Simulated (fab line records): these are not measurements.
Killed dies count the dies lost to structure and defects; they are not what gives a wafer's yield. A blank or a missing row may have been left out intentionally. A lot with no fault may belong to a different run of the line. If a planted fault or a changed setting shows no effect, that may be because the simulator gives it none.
Code-filled problem report in 8D (eight disciplines) form | flow gf180mcu | the parts of the form that need people (team, actions taken, sign-off) are left out

## 1. PROBLEM STATEMENT
HV_LDD_4_TW at GF_HV_LDD_TW_MEAS_50 reads a mean of 509 on 6 wafers of 2 lots; wafers without a fault read 565 with a standard deviation of 3.3. That puts it -17 standard deviations away from the usual mean.
The first sign was on wafer L961.2 at day 17 22:28, on filmMetro-04. The record has a number at this step for 39 wafers belonging to 13 lots. Rule for "out", or "out of limits": more than 4 standard deviations from the usual mean. The other wafers with a number count as sound.

## 2. WHAT IT IS AND WHAT IT IS NOT
question                    | is                     | is not
which readings at this step | HV_LDD_4_TW            | -
which lots                  | L961, L962             | L946, L947, L948, L949, L950, L951, L963, L964, L966, L967, L968
which wafers of those lots  | all that have a number | -
read on which gauges        | filmMetro-04           | filmMetro-01, filmMetro-02
when                        | from day 17 22:28      | up to then (18 sound wafers); but 15 sound wafers of L963, L964, L966, L967, L968 came after

## 3. WHAT RULES OUT EACH SUSPECT
Counting: a tool at any process step up to the reading remains a suspect when it ran all the lots that are out and ran no sound lot after the first of those.
- the gauge at GF_HV_LDD_TW_MEAS_50 is ruled out. All the wafers that are out were read on filmMetro-04, but those of them that GF_HV_LDD_IMPLANT_48 has rows for are out there too, on other tools.
- implanter-01 at GF_HV_LDD_IMPLANT_48: kept. It ran every lot that is out, first L961 (day 17 22:13), and no sound lot after that; its last sound lot up to then is L950 (day 14 04:39). Its own readings are out on those wafers: beamEnergyKeV.
The count leaves implanter-01 at GF_HV_LDD_IMPLANT_48.

## 4. THE CAUSE (what the simulator had put in)
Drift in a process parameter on implanter-01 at GF_HV_LDD_IMPLANT_48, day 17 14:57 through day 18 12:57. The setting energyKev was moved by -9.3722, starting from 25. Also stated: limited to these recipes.
Only this tool survived the counting.

## 5. THE EFFECT CHAIN, in route order
Each row: a reading whose mean over the struck wafers that have a number lies more than 3 standard deviations from the usual. Only readings for which the record gives a usual standard deviation are gone through. hours: the time from each lot's start at the first step in this table that gives one to its start at this step, as a median over the lots. sigmas: the change in usual standard deviations.
hours | step                 | reading       | usual  | on struck wafers | change | sigmas
0     | GF_HV_LDD_IMPLANT_48 | beamEnergyKeV | 25.002 | 15.630           | -9.372 | -99 or more
0     | GF_HV_LDD_TW_MEAS_50 | HV_LDD_4_TW   | 565    | 509              | -56    | -17
The process steps in it:
- GF_HV_LDD_IMPLANT_48
At these later measuring or inspecting steps, every struck wafer for which the step has a row has a number for every such reading, and none has moved that far: GF_V2_OVL_MEAS_15.

## 6. HOW IT WOULD HAVE BEEN CAUGHT EARLIER
Counted from the fault's start at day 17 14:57, it took 8 hours until the first out-of-limits reading at a measuring or inspecting step in this record, taken at day 17 22:28.
At GF_HV_LDD_IMPLANT_48, the tool's own readings (beamEnergyKeV) were out on each struck wafer the step has a row for, so an alarm limit on them would have fired on the first such wafer.
Lots out: 2; of these, L962 started GF_HV_LDD_IMPLANT_48 on implanter-01 after day 17 22:28. Putting the tool on hold at that point would have spared it.
